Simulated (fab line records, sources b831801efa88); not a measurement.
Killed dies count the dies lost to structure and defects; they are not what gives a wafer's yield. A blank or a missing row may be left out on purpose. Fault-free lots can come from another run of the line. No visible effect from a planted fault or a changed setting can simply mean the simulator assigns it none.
A lot that was struck, set against a sound lot    flow sky130    16 out of 708 route steps
Sound: the wafers L183.2, L183.4, L183.5. Struck: wafer L189.6 (left out: L189.4, L189.5 of the same lot, which were not struck); the cause appears at the end.
Each step with rows lists, per side, the tool, then ch with its chambers, then its first start. Under that, the readings that differ: sound wafers    struck wafers    difference of the means    sigmas: that difference in standard deviations of wafers without a fault.
alike: readings whose means differ by less than 2 such deviations, and words and numbers that are the same on both sides. not compared: withheld readings, readings that some wafer has no value for, bounds like >300 that may hide the same value, and numbers for which the record gives no deviation and whose values overlap.
Wherever a step has rows on one side only, a row that says differs or no value, or a row with sigmas, the two part there. Non-overlapping numbers with no deviation appear without sigmas and do not part them. Lack of a reading on every wafer of one side parts them only where that side has two or more wafers.

first, 8 steps without rows for these wafers: SKY_CONTACT_DEHYDRATE_06 (time 60 s); SKY_CONTACT_HMDS_07 (prime time 60 s); SKY_CONTACT_COAT_08 (resist thk 60 nm); SKY_CONTACT_COAT_09 (resist thk 450 nm); SKY_CONTACT_SOFTBAKE_10 (time 90 s); SKY_CONTACT_EXPOSE_11 (exposes mask CTM1, target cd 170 nm); SKY_CONTACT_PEB_12; SKY_CONTACT_DEVELOP_13 (develop time 60 s).
SKY_CONTACT_CD_MEAS_14: target cd 170 nm.
  sound on cd_sem-01 at day 33 13:10; struck on cd_sem-02 at day 35 08:54
  alike: cd_nm
SKY_CONTACT_OVL_MEAS_15:
  sound on overlay-01 at day 33 13:16; struck on overlay-01 at day 35 08:58
  alike: CONTACT_OVL
SKY_CONTACT_ETCH_16: etches BARC in N2/H2, stops on SiO2, time 45.9 s, target depth 60 nm.
  sound on rie_diel-03 ch 0,2, day 33 13:17; struck on rie_diel-01 ch 1, day 35 08:59
  alike: bias_w, drypump_motor_current_A, oes_product_au, throttle_valve_pct
  not compared: rf_hours_counter_h
SKY_CONTACT_ETCH_17: etches SiO2 in C4F8/O2/Ar, stops on Si3N4, target depth 340 nm.
  sound on rie_diel-03 ch 0,2, day 33 13:20; struck on rie_diel-01 ch 1, day 35 09:02
  alike: bias_w, oes_product_au
SKY_CONTACT_ETCH_18: etches Si3N4 in CHF3/O2, stops on TiN, time 39 s, target depth 75 nm.
  sound on rie_diel-03 ch 0,2, day 33 13:00; struck on rie_diel-01 ch 1, day 35 09:00
reading                                         sound              struck  difference  sigmas
bias_w (W)                                      201.2 199.8 199.7  347.4   +147.2      +99 or more
model.KrF-thick_of_CONTACT_COAT_09.thk_nm (nm)  233.8 242.9 235.2  221.2   -16.1       
  alike: O2_flow_sccm, drypump_motor_current_A, oes_product_au, throttle_valve_pct
  not compared: rf_hours_counter_h, model.TiN_of_LOCAL_INTERCONNECT_SPUTTER_00.thk_nm
SKY_CONTACT_STRIP_19: strips in O2/N2.
  sound on plasma_asher-03 ch 0,1, day 33 13:25; struck on plasma_asher-02 ch 1, day 35 09:10
reading                       sound              struck  difference  sigmas
oes_product_au (a.u.)         0.380 0.378 0.382  0.367   -0.013      -3
strip_time_to_endpoint_s (s)  3.54 3.61 3.53     3.37    -0.19       -4
  alike: drypump_motor_current_A
  not compared: rf_hours_counter_h
then, 1 step without rows for these wafers: SKY_CONTACT_STRIP_20 (strips in post etch residue remover, time 1200 s).
-- the record jumps here: 13 days lie between the struck wafers' starts before and after (it left off in module CONTACT and takes up again in module PAD_OPEN, whose first step shown is number 708 of the route) --
SKY_PAD_OPEN_PROBE_99:
  only the struck wafers here have rows in the record (prober-01, day 48 18:16); the sound ones have none

WHERE THEY PART
Earliest at SKY_CONTACT_ETCH_18; latest, in this record, at SKY_PAD_OPEN_PROBE_99.

WHY: what the simulator had put in
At SKY_CONTACT_ETCH_18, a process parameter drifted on rie_diel-01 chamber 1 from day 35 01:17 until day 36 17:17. The setting bias_w was moved by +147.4, starting from 200. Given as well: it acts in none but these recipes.
